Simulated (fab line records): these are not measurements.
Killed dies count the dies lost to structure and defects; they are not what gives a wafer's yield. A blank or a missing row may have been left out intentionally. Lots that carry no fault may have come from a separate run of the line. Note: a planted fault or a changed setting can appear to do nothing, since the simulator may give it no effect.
2 desks looking at one fault	flow sky130	numbers are kept per desk, each desk with only its own; the story behind them comes last

FROM THE METROLOGY DESK
What the gauges read for every lot (on any tool): the sampled wafers with a number, averaged. The brackets show how far a lot's mean lies from the usual mean; more than 4 standard deviations puts the lot out of limits, marked OUT.
Columns: A = METAL1_ALCU_THK at SKY_METAL1_THK_MEAS_06, usual 251 nm; B = cd nm at SKY_VIA2_CD_MEAS_12, usual 199.4 nm
lot	first seen here	A	B
L269	day 31 15:01	252	199.8
L272	day 33 00:56	253	199.8
L273	day 34 03:55	252	198.9
L274	day 34 07:01	255	199.3
L276	day 34 21:43	249	199.4
L279	day 35 00:04	253	200.8
L278	day 35 01:28	252	199.2
L280	day 35 13:14	249	197.7
L281	day 35 21:40	249	197.9
L282	day 36 03:50	246	200.8
L291	day 38 22:07	247	199.8
This desk's finding: nothing out of limits on any of the 11 lots.

TOOL OWNER'S DESK, pvd sputter-03
At SKY_METAL1_SPUTTER_04 (material TiN, target thk 70 nm, time 58.3 s) the tool's own readings: per lot run on this tool, the mean of the sampled wafers that have a number. The brackets show how far a lot's mean lies from the usual mean; more than 4 standard deviations puts the lot out of limits, marked OUT.
Columns: A = throttle valve pct at SKY_METAL1_SPUTTER_04, usual 29.8 %
lot	first seen here	A
L272	day 33 00:46	29.3
L273	day 34 03:44	29.7
L282	day 36 03:38	29.5
L291	day 38 21:56	29.5
This desk's finding: nothing out of limits on any of the 4 lots.

PUT TOGETHER
At the metrology desk, nothing out of limits was observed.
The tool owner's desk saw nothing out of limits.

WHAT THE SIMULATOR HAD INSERTED
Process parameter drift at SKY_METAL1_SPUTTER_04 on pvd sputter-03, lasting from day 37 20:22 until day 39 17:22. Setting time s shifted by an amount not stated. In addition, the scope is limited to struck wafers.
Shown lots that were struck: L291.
